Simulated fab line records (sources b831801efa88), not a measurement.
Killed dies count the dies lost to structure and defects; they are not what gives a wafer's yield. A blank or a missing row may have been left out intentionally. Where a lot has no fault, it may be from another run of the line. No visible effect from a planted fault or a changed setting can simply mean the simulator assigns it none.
A single fault, viewed from 2 desks -- flow gf180mcu -- numbers are kept per desk, each desk with only its own; the story behind them comes last

THE METROLOGY DESK
What the gauges read for every lot (on any tool): the sampled wafers with a number, averaged. A lot is out of limits, marked OUT, if its mean lies more than 4 standard deviations from the usual mean; the brackets give that distance. It has 9 readings; the 7 that lie furthest out on some lot are the ones shown.
Columns: A = CONTACT_W_THK at GF_CONTACT_THK_MEAS_26, usual 293 nm; B = M1_ALCU_RS at GF_M1_RS_MEAS_05, usual 0.0693 ohm/sq; C = M1_ALCU_THK at GF_M1_THK_MEAS_06, usual 450 nm; D = cd_nm at GF_M1_CD_MEAS_14, usual 230.0 nm; E = M1_OVL at GF_M1_OVL_MEAS_15, usual -1 nm; F = V1_CVD_00_THK at GF_V1_THK_MEAS_01, usual 600 nm; G = V1_BOW at GF_V1_BOW_MEAS_05, usual 82 um
lot,first seen here,A,B,C,D,E,F,G
L892,day 19 05:52,293,0.0690,454,229.8,1,597,80
L894,day 20 07:33,288,0.0690,454,230.7,-10,602,73
L895,day 20 14:21,294,0.0679,459,229.6,8,609,87
L896,day 20 22:46,291,0.0703,442,231.9,1,595,71
L897,day 21 05:05,293,0.0692,453,229.5,1,597,86
L905,day 23 16:12,296,0.0689,453,230.6,3,593,74
This desk's verdict: no lot among the 6 shows anything out of limits.

AT THE TOOL OWNER'S DESK: pvd_sputter-04
The tool's own readings at GF_M1_SPUTTER_04 (material TiN, target thk 50 nm, time 41.7 s): means of the sampled wafers that have a number, for each lot that ran on this tool. A lot is out of limits, marked OUT, if its mean lies more than 4 standard deviations from the usual mean; the brackets give that distance.
Columns: A = throttle_valve_pct at GF_M1_SPUTTER_04, usual 30.3 %
lot,first seen here,A
L892,day 19 06:31,30.8
L894,day 20 08:13,31.3
L895,day 20 14:59,31.2
L897,day 21 05:45,31.2
L905,day 23 16:48,31.1
This desk's verdict: no lot among the 5 shows anything out of limits.

PUT TOGETHER
From the metrology desk's view, nothing was out of limits.
The desk of the tool owner found nothing out of limits.

WHAT THE SIMULATOR HAD PUT IN
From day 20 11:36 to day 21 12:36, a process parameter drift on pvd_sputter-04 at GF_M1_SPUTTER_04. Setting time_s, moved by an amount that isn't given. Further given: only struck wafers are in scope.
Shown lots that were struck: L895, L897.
